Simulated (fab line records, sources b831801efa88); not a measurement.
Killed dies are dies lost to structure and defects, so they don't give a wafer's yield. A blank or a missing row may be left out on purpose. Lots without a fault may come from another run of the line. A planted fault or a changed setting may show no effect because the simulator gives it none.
One fault seen from 2 desks | flow gf180mcu | each desk has only its own numbers; what lay behind them comes last

THE METROLOGY DESK
What the gauges read, lot by lot, whatever tool the lot ran on: means of the sampled wafers that have a number. A lot is out of limits, marked OUT, if its mean lies more than 4 standard deviations from the usual mean; the brackets give that distance.
Columns: A = PSD_RS at GF_PSD_RS_MEAS_15, usual 108.39 ohm/sq; B = SAB_CVD_00_THK at GF_SAB_THK_MEAS_01, usual 49.9 nm; C = cd_nm at GF_SAB_CD_MEAS_09, usual 418.9 nm; D = SAB_OVL at GF_SAB_OVL_MEAS_10, usual 1.4 nm
lot  | first seen here | A      | B    | C     | D
L836 | day 17 08:14    | 108.28 | 49.8 | 419.2 | 1.9
L837 | day 17 23:43    | 108.48 | 49.4 | 420.5 | 3.1
L841 | day 19 00:55    | 108.62 | 50.0 | 418.9 | 2.8
L843 | day 19 22:12    | 108.48 | 50.0 | 420.6 | 2.0
L849 | day 21 21:21    | 108.15 | 49.7 | 421.8 | 0.5
L851 | day 22 09:43    | 108.35 | 49.9 | 421.5 | -0.3
This desk's finding: nothing out of limits on any of the 6 lots.

THE TOOL OWNER'S DESK: rie_diel-02
The tool's own readings at GF_SAB_ETCH_11 (etches SiO2 in C4F8/O2/Ar, target depth 55 nm, time 8.5 s): means of the sampled wafers that have a number, for each lot that ran on this tool. A lot is out of limits, marked OUT, if its mean lies more than 4 standard deviations from the usual mean; the brackets give that distance.
Columns: A = oes_product_au at GF_SAB_ETCH_11, usual 1.003 a.u.
lot  | first seen here | A
L837 | day 18 23:53    | 1.004
L841 | day 20 01:32    | 0.926 (-5.9) OUT
L843 | day 20 22:24    | 0.934 (-5.3) OUT
L851 | day 23 09:26    | 1.008
This desk's finding: out of limits on L841, L843; first on L841, day 20 01:32 (oes_product_au at GF_SAB_ETCH_11). In limits: L837, L851.

PUT TOGETHER
The tool owner's desk could have raised an alarm at day 20 01:32, on L841, L843.
The metrology desk saw nothing out of limits.
The metrology desk has L841, L843 on record, within its limits.
Of the lots named, all ran GF_SAB_ETCH_11 on rie_diel-02.

WHAT THE SIMULATOR HAD PUT IN
Process parameter drift: rie_diel-02, from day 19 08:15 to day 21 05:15, at GF_SAB_ETCH_11. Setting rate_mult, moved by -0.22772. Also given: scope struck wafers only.
Lots struck among those shown: L841, L843.
Hours from the fault's start to each desk's first reading out of limits: the tool owner's desk, 17.
